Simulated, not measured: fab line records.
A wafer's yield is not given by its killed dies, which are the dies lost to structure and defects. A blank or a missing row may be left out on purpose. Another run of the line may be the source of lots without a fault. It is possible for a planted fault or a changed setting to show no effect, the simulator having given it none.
Matching of chambers || flow gf180mcu || GF_STI_WET_ETCH_17 on wet bench-01: 3 sister chambers
The step etches Si3N4 in H3PO4, target depth 45 nm, time 514 s. 3 wafers are shown with their chamber, then 4 later ones without.

WAFERS, EACH WITH ITS CHAMBER
{"wafer": "L313.5", "chamber": 0, "run length s (s)": 539.1}
{"wafer": "L314.4", "chamber": 1, "run length s (s)": 538.3}
{"wafer": "L324.4", "chamber": 3, "run length s (s)": 541.4}

WAFERS WHOSE CHAMBER IS MISSING
{"wafer": "L324.6", "run length s (s)": 541.4}
{"wafer": "L326.1", "run length s (s)": 547.4}
{"wafer": "L326.2", "run length s (s)": 547.4}
{"wafer": "L326.3", "run length s (s)": 547.4}

THE CHAMBER EACH PASSED THROUGH
{"wafer": "L324.6", "from the rows above": "can't be placed: 3 or 0 or 1", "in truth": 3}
{"wafer": "L326.1", "from the rows above": "can't be placed: 3 or 0 or 1", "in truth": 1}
{"wafer": "L326.2", "from the rows above": "can't be placed: 3 or 0 or 1", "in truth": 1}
{"wafer": "L326.3", "from the rows above": "can't be placed: 3 or 0 or 1", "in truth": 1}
Correctly placed: 0 of 4. From these rows, 4 cannot be placed; in 4 the true chamber is one of the candidates. Number placed wrongly: 0.
How it was worked out, from the rows above alone: a wafer's distance from a chamber is the root of the sum, over the readings, of the square of ((its reading less the chamber's mean) divided by the reading's scatter). If the next closest chamber is less than 2 further off than the closest, the wafer can't be placed; otherwise it belongs to the closest. For every chamber, the mean is computed from those of its wafers that are shown. The scatter: root of mean squared gap, hidden wafer to nearest shown wafer, with one shown wafer a chamber.
